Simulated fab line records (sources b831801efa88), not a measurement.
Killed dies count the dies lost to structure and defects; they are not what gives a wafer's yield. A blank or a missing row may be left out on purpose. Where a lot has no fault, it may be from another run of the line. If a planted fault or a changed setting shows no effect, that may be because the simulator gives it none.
Matching of chambers | flow sky130 | 3 sister chambers for SKY_VIA2_HDPCVD_00 on hdpcvd-02
The step deposits SiO2, target thk 1180 nm, time 196.7 s. 18 wafers are shown with their chamber, then 8 later ones without.

== EACH WAFER AND ITS CHAMBER ==
wafer  | chamber | run length s (s)
L673.1 | 0       | 225.6
L673.4 | 1       | 225.7
L673.6 | 0       | 225.2
L674.4 | 0       | 225.3
L674.5 | 2       | 224.5
L674.6 | 1       | 226.0
L676.1 | 0       | 225.8
L676.3 | 1       | 225.7
L676.5 | 0       | 225.4
L677.2 | 2       | 224.3
L677.3 | 0       | 225.5
L677.4 | 1       | 226.3
L679.1 | 0       | 225.2
L679.2 | 1       | 225.8
L679.5 | 0       | 225.5
L681.1 | 2       | 224.2
L681.3 | 0       | 226.3
L681.4 | 1       | 225.9

SIGNATURES, as means of the wafers listed above
reading      | chamber 0 | chamber 1 | chamber 2 | scatter within a chamber
run length s | 225.533   | 225.900   | 224.333   | 0.291
Rule: distance of a wafer from a chamber = root of the sum over the readings of ((wafer's reading minus chamber's mean) / reading's scatter) squared. The wafer belongs to the nearest chamber; if the next one is less than 2 further off, it can't be placed. The scatter: take each reading less its chamber's mean, square it, sum over the shown wafers, divide by the number of wafers less the number of chambers, and take the root.

== WAFERS WITHOUT THEIR CHAMBER ==
wafer  | run length s (s)
L682.2 | 225.3
L682.4 | 225.7
L682.6 | 226.4
L683.2 | 226.3
L683.3 | 225.3
L683.5 | 224.5
L692.2 | 224.5
L692.5 | 225.9

== WHICH CHAMBER EACH ONE RAN IN ==
wafer  | from the rows above     | in truth
L682.2 | can't be placed: 0 or 1 | 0
L682.4 | can't be placed: 0 or 1 | 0
L682.6 | can't be placed: 1 or 0 | 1
L683.2 | can't be placed: 1 or 0 | 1
L683.3 | can't be placed: 0 or 1 | 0
L683.5 | 2                       | 2
L692.2 | 2                       | 2
L692.5 | can't be placed: 1 or 0 | 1
Correctly placed: 2 of 8. Not placeable from these rows: 6 (in 6, the candidates include the true chamber). Wrongly placed: 0.
